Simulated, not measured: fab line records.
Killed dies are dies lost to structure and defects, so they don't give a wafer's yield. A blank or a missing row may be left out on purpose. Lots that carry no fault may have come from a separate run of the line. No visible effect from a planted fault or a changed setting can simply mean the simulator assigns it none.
Comparing a struck lot with a sound one	flow sky130	24 out of 708 route steps
Sound: the wafers L320.3, L320.5, L320.6. Wafers L336.1, L336.3, L336.6 were the ones struck. Last of all comes the cause.
Per side, at each step with rows, come the tool, then ch with its chambers, and then its first start. Under that, the readings that differ: sound wafers	struck wafers	difference of the means	sigmas: that difference in standard deviations of wafers without a fault.
alike: readings whose means differ by less than 2 such deviations, and words and numbers that are the same on both sides. not compared: withheld readings, readings that some wafer has no value for, bounds like >300 that may hide the same value, and numbers for which the record gives no deviation and whose values overlap.
Wherever a step has rows on one side only, a row that says differs or no value, or a row with sigmas, the two part there. Numbers that have no deviation but don't overlap get no sigmas and don't part them. Lack of a reading on every wafer of one side parts them only where that side has two or more wafers.

first, 4 steps without rows for these wafers: SKY_METAL5_SOFTBAKE_10 (time 60 s); SKY_METAL5_EXPOSE_11 (exposes mask MM5, target cd 1600 nm); SKY_METAL5_PEB_12; SKY_METAL5_DEVELOP_13 (develop time 60 s).
SKY_METAL5_DESCUM_14: chemistry O2, time 11 s.
  sound on rie metal-04 ch 0,1, day 45 17:16; struck on rie metal-01 ch 0,1, day 48 23:59
  alike: drypump motor current A, oes product au
  not compared: rf hours counter h
SKY_METAL5_METAL_ETCH_15: etches the open film in Cl2/BCl3, stops on SiO2, target depth 1260 nm, time 252 s.
  sound on rie metal-04 ch 0,1, day 45 17:25; struck on rie metal-01 ch 0,1, day 49 00:01
  alike: drypump motor current A, mfc cl2 sccm, oes product au, throttle valve pct
  not compared: rf hours counter h
SKY_METAL5_STRIP_16: strips in O2/N2.
  sound on plasma asher-02 ch 0,1, day 45 17:39; struck on plasma asher-04 ch 0,1, day 49 00:15
  alike: drypump motor current A, oes product au, strip time to endpoint s
  not compared: rf hours counter h
then, 3 steps without rows for these wafers: SKY_METAL5_STRIP_17 (strips in post etch residue remover, time 1200 s); SKY_METAL5_CLEAN_18 (cleans in IPA, time 180 s); SKY_METAL5_CLEAN_19 (cleans in O3/DIW).
SKY_PASSIVATION_CVD_00: deposits SiO2, target thk 90 nm.
  sound on pecvd-02 ch 0,2, day 45 18:13; struck on pecvd-02 ch 0,1,2, day 49 00:50
  alike: heater power w
SKY_PASSIVATION_THK_MEAS_01:
  sound on film metro-03, day 45 18:15; struck on film metro-02, day 49 00:52
  alike: PASSIVATION_CVD_00_THK
SKY_PASSIVATION_CVD_02: deposits Si3N4, target thk 540 nm.
  sound on pecvd-03 ch 0,1,2, day 45 18:17; struck on pecvd-03 ch 1,2, day 49 00:55
reading	sound	struck	difference	sigmas
model.Si3N4_of_PASSIVATION_CVD_02.thk nm (nm)	530.3 533.7 529.4	972 967.6 984.5	+444	
  alike: heater power w
SKY_PASSIVATION_THK_MEAS_03:
  sound on film metro-03, day 45 18:32; struck on film metro-04, day 49 01:09
reading	sound	struck	difference	sigmas
PASSIVATION_CVD_02_THK (nm)	530 534 530	972 968 984	+443	+60
then, 7 steps without rows for these wafers: SKY_PASSIVATION_DEHYDRATE_04 (time 60 s); SKY_PASSIVATION_HMDS_05 (prime time 60 s); SKY_PASSIVATION_COAT_06 (resist thk 3000 nm); SKY_PASSIVATION_SOFTBAKE_07; SKY_PASSIVATION_EXPOSE_08 (exposes mask NSM, target cd 3000 nm); SKY_PASSIVATION_PEB_09; SKY_PASSIVATION_DEVELOP_10 (develop time 60 s).
SKY_PASSIVATION_ETCH_11: etches the open film in CF4/O2, stops on AlCu, target depth 725 nm, time 161.1 s.
  sound on rie diel-01 ch 0,2,3, day 46 15:05; struck on rie diel-04 ch 0,2,3, day 49 18:20
reading	sound	struck	difference	sigmas
oes product au (a.u.)	0.964 0.972 0.975	0.991 1.014 1.014	+0.036	+5
model.PASSIVATION.feature depth nm (nm)	694.1 697.7 696.9	717 749.9 740.5	+40	
model.etch.depth nm (nm)	694.1 697.7 696.9	717 749.9 740.5	+40	
  alike: cf4 flow sccm, drypump motor current A, throttle valve pct
  not compared: rf hours counter h
SKY_PASSIVATION_STRIP_12: strips in O2/N2.
  sound on plasma asher-04 ch 0,1, day 46 15:14; struck on plasma asher-01 ch 0,1, day 49 18:26
  alike: drypump motor current A, oes product au, strip time to endpoint s
  not compared: rf hours counter h
SKY_PAD_OPEN_PROBE_99:
  sound on prober-02, day 47 13:29; struck on prober-02, day 50 12:18
reading	sound	struck	difference	sigmas
defect limited yield (%)	80.7 82.1 81.1	0 0 0	-81	-43
killed at other	1 0 0	414 401 406	+407	+99 or more
killed dies	95 88 93	492 492 492	+400	+43
killed on rim	16 17 25	96 96 96	+77	+18
sort_bin_5_function (%)	10.8 10.6 10.0	92.9 91.7 93.7	+82.3	+51
sort n pass	397 404 399	0 0 0	-400	-43
sort yield pct (%)	80.7 82.1 81.1	0 0 0	-81	-43
  alike: killed_at_M0_to_M3, killed_at_M4_up, killed at contacts, killed at front end, killed open, killed short, sort_bin_3_pad_short, sort_bin_6_memory

== WHERE THEY PART ==
Last at SKY_PAD_OPEN_PROBE_99 as far as this record goes, first at SKY_PASSIVATION_THK_MEAS_03.

WHY: what had been put in by the simulator
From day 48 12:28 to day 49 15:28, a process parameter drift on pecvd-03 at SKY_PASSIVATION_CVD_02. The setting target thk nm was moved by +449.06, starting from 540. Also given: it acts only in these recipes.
